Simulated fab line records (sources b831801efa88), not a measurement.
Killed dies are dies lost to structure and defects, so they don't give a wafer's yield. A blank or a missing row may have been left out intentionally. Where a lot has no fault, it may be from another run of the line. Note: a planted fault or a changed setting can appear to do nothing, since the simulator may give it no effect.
A struck lot beside a sound one | flow sky130 | 16 steps out of a route of 708
Sound: wafers L189.2, L189.4, L189.6. Struck: wafers L187.2, L187.6 (left out: L187.3, a lot-mate that was not struck); the cause follows at the end.
At each step with rows: each side's tool, then ch and its chambers, then its first start. Under that, the readings that differ: sound wafers | struck wafers | difference of the means | sigmas: that difference in standard deviations of wafers without a fault.
alike: a reading whose means differ by less than 2 such deviations, as well as words and numbers matching on both sides. not compared: withheld readings; readings where some wafer has no value; bounds like >300 that might hide an equal value; numbers whose values overlap and for which the record gives no deviation.
A row with sigmas, a row that says differs or no value, or rows on one side alone: a step with any of these is where the two part. Numbers that don't overlap but have no deviation are shown without sigmas and don't part them. Lack of a reading on every wafer of one side parts them only where that side has two or more wafers.

SKY_VIA2_BOW_MEAS_03:
  sound on film_metro-01, day 38 22:38; struck on film_metro-01, day 38 10:53
  alike: VIA2_BOW
then, 8 steps without rows for these wafers: SKY_VIA2_DEHYDRATE_04 (time 60 s); SKY_VIA2_HMDS_05 (prime time 60 s); SKY_VIA2_COAT_06 (resist thk 60 nm); SKY_VIA2_COAT_07 (resist thk 450 nm); SKY_VIA2_SOFTBAKE_08 (time 90 s); SKY_VIA2_EXPOSE_09 (exposes mask VIM2, target cd 200 nm); SKY_VIA2_PEB_10; SKY_VIA2_DEVELOP_11 (develop time 60 s).
SKY_VIA2_CD_MEAS_12 targets a cd of 200 nm.
  sound on cd_sem-02, day 39 23:32; struck on cd_sem-01, day 39 12:02
  alike: cd_nm
SKY_VIA2_OVL_MEAS_13:
  sound on overlay-01, day 39 23:39; struck on overlay-02, day 39 12:09
  alike: VIA2_OVL
SKY_VIA2_ETCH_14: etches BARC in N2/H2, stops on SiO2, time 45.9 s, target depth 60 nm.
  sound on rie_diel-01 ch 0,3, day 39 23:41; struck on rie_diel-04 ch 2,3, day 39 12:11
  alike: drypump_motor_current_A, h2_flow_sccm, oes_product_au, throttle_valve_pct
  not compared: rf_hours_counter_h
SKY_VIA2_ETCH_15: etches SiO2 in C4F8/O2/Ar, stops on TiN, target depth 546 nm, time 84 s.
  sound on rie_diel-01 ch 0,3, day 39 23:43; struck on rie_diel-04 ch 2,3, day 39 12:13
  reading                                     | sound             | struck      | difference | sigmas
  model.KrF-thick_of_VIA2_COAT_07.thk_nm (nm) | 285.8 284.4 287.5 | 220.4 227.5 | -61.9      |
  model.TiN_of_METAL2_SPUTTER_04.thk_nm (nm)  | 70.21 70.16 69.76 | 59.97 59.75 | -10.18     |
  model.VIA2.feature_depth_nm (nm)            | 496.1 497 495.8   | 506.3 505.2 | +9.4       |
  alike: oes_product_au
  not compared: rf_hours_counter_h
SKY_VIA2_STRIP_16: strips in O2/N2.
  sound on plasma_asher-03 ch 0,1, day 39 23:47; struck on plasma_asher-04 ch 0,1, day 39 12:17
  reading                      | sound             | struck      | difference | sigmas
  oes_product_au (a.u.)        | 0.395 0.404 0.405 | 0.370 0.373 | -0.030     | -7
  strip_time_to_endpoint_s (s) | 4.06 4.07 4.09    | 3.36 3.46   | -0.66      | -21
  alike: drypump_motor_current_A
  not compared: rf_hours_counter_h
then, 2 steps without rows for these wafers: SKY_VIA2_STRIP_17 (strips in post etch residue remover, time 1200 s); SKY_PAD_OPEN_PROBE_99.

## WHERE THEY PART
Within this record, at SKY_VIA2_STRIP_16 only.

WHY: what the simulator had put in
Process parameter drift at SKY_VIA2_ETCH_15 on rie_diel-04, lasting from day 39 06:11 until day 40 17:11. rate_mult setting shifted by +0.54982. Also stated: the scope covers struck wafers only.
